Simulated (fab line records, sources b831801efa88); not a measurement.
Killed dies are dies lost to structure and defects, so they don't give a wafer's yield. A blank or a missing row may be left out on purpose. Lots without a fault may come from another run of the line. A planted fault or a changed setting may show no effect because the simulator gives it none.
Which tool did it? | flow gf180mcu | 7 lots, 19 wafers sampled, at 2 steps of a route of 602

WHAT THE GAUGES READ, wafer by wafer
GF_STI_THK_MEAS_22.
lot  | measured    | on            | STI_OXIDATION_01_THK (nm)
L381 | day 2 09:48 | film_metro-02 | 14.61 14.67 14.59
L383 | day 2 20:19 | film_metro-02 | 14.90 14.86 14.41
L386 | day 3 10:46 | film_metro-02 | 14.72 14.93 14.74
L388 | day 3 20:37 | film_metro-01 | 15.15 15.10 15.39
L392 | day 4 18:13 | film_metro-02 | 14.94 14.82
L394 | day 5 04:01 | film_metro-02 | 14.94 15.19
L401 | day 6 15:13 | film_metro-01 | 14.42 14.61 14.50

WHICH TOOL RAN EACH LOT (tool, then ch and the chambers of the sampled wafers, then the start)
lot  | GF_STI_PEB_10
L381 | litho_track-04 ch 0, day 2 05:41
L383 | litho_track-03 ch 0, day 2 18:07
L386 | litho_track-03 ch 0, day 3 07:47
L388 | litho_track-01 ch 0, day 3 18:26
L392 | litho_track-01 ch 0, day 4 15:31
L394 | litho_track-01 ch 0, day 5 01:49
L401 | litho_track-04 ch 0, day 6 13:04
- GF_STI_PEB_10: peb time 90 s.

THE ANSWER, worked out from the rows above alone
Rule: what is usual is taken from the lots themselves. Put in order of their means at a reading, lots are off if they are a third of the lots or fewer, leave a main group of 4 or more, and stand apart from it by a gap of 3 or more times the standard deviation of the main group's means; of several such gaps the widest counts. A main group whose means are all the same, to the digits that the tables above print for the reading, isn't used. A lot without any number at a reading at which 4 lots or more have one is off too. The other lots that the step has rows for count as sound.
No lot is off at any reading shown: from this, nothing can be told.

WHAT THE SIMULATOR HAD PUT IN
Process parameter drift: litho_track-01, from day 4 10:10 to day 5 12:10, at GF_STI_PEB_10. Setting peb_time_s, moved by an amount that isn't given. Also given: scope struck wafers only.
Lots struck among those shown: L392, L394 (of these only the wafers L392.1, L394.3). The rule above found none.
